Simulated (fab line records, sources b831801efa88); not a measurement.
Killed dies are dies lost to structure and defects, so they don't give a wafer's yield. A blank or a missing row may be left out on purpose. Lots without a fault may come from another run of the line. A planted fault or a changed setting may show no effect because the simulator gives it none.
Which tool did it? | flow sky130 | 13 lots, 39 wafers sampled, at 2 steps of a route of 708

WHAT THE GAUGES READ, wafer by wafer
SKY_SONOS_ONO_CD_MEAS_13: target cd 410 nm. Usual: cd_nm 409.2 nm, standard deviation 2.3.
lot  | measured     | on        | cd_nm (nm)        | flag
L833 | day 12 20:59 | cd_sem-02 | 408.9 408.4 410.6 |
L834 | day 13 06:41 | cd_sem-02 | 405.3 406.6 408.6 |
L836 | day 13 23:02 | cd_sem-01 | 409.9 409.8 409.8 |
L838 | day 15 02:47 | cd_sem-02 | 409.4 409.2 409.3 |
L839 | day 15 07:53 | cd_sem-02 | 406.1 408.5 406.3 |
L841 | day 16 01:53 | cd_sem-01 | 407.9 407.6 405.8 |
L843 | day 16 05:18 | cd_sem-02 | 401.8 406.0 401.9 |
L845 | day 17 07:17 | cd_sem-02 | 415.9 412.8 415.1 |
L850 | day 18 21:05 | cd_sem-02 | 406.9 408.6 408.6 |
L851 | day 19 20:35 | cd_sem-02 | 408.9 407.6 406.2 |
L852 | day 19 20:46 | cd_sem-01 | 409.9 409.7 408.5 |
L854 | day 20 02:10 | cd_sem-02 | 408.5 411.8 411.9 |
L855 | day 20 23:02 | cd_sem-01 | 407.7 407.8 407.8 |

WHICH TOOL RAN EACH LOT (tool, then ch and the chambers of the sampled wafers, then the start)
lot  | SKY_FIELD_ISO_WET_ETCH_18
L833 | wet_bench-02 ch 3, day 2 10:40
L834 | wet_bench-02 ch 0, day 2 14:05
L836 | wet_bench-03 ch 3, day 3 03:10
L838 | wet_bench-02 ch 3, day 3 17:05
L839 | wet_bench-04 ch 1, day 3 23:29
L841 | wet_bench-04 ch 2, day 4 03:37
L843 | wet_bench-04 ch 0, day 4 13:34
L845 | wet_bench-04 ch 0, day 5 03:23
L850 | wet_bench-04 ch 3, day 6 02:28
L851 | wet_bench-04 ch 2, day 6 08:35
L852 | wet_bench-02 ch 0, day 6 14:46
L854 | wet_bench-03 ch 2, day 6 22:58
L855 | wet_bench-03 ch 3, day 7 04:50
- SKY_FIELD_ISO_WET_ETCH_18: etches Si3N4 in H3PO4, target depth 25 nm, time 286 s.

WHAT THE TOOLS THEMSELVES READ (means of the sampled wafers that have a number; where no wafer has one, the mark that the record gives instead)
SKY_FIELD_ISO_WET_ETCH_18. Usual: run_length_s 314 s, standard deviation 4.1.
lot  | tool         | run_length_s (s) | flag
L833 | wet_bench-02 | 310              |
L834 | wet_bench-02 | 312              |
L836 | wet_bench-03 | 319              |
L838 | wet_bench-02 | 311              |
L839 | wet_bench-04 | 312              |
L841 | wet_bench-04 | 310              |
L843 | wet_bench-04 | 319              |
L845 | wet_bench-04 | 310              |
L850 | wet_bench-04 | 188              | OFF
L851 | wet_bench-04 | 187              | OFF
L852 | wet_bench-02 | 311              |
L854 | wet_bench-03 | 318              |
L855 | wet_bench-03 | 319              |

THE ANSWER, worked out from the rows above alone
Rule: a lot is off if the mean of its wafers that have a number lies more than 3 standard deviations from the usual mean. A lot without any number at a reading at which 4 lots or more have one is off too. The other lots that the step has rows for count as sound. The gauges are gone through in route order, then the tools' own readings, and for those a lot's mean is taken as printed above. The first step at which some lot is off is used, and at that step the reading that is off furthest; a lot without a number counts as furthest.
Off: L850, L851, at SKY_FIELD_ISO_WET_ETCH_18 (run_length_s).
A tool fits if, at that step or a process step before it, it ran every lot that is off, and no sound lot after the first of them. One fits: wet_bench-04 at SKY_FIELD_ISO_WET_ETCH_18. Its last sound lot is L845 (day 5 03:23), its first lot that is off L850 (day 6 02:28): a fault that began between those two fits.
The tool's own readings at SKY_FIELD_ISO_WET_ETCH_18 bear it out: on the lots that are off they differ by more than 5 times the standard deviation of the sound lots' means. run_length_s reads 188 s there against 314 s on the sound lots.

WHAT THE SIMULATOR HAD PUT IN
Process parameter drift: wet_bench-04, from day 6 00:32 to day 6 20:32, at SKY_FIELD_ISO_WET_ETCH_18. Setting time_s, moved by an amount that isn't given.
Lots struck among those shown: L850, L851. The rule above found the same.
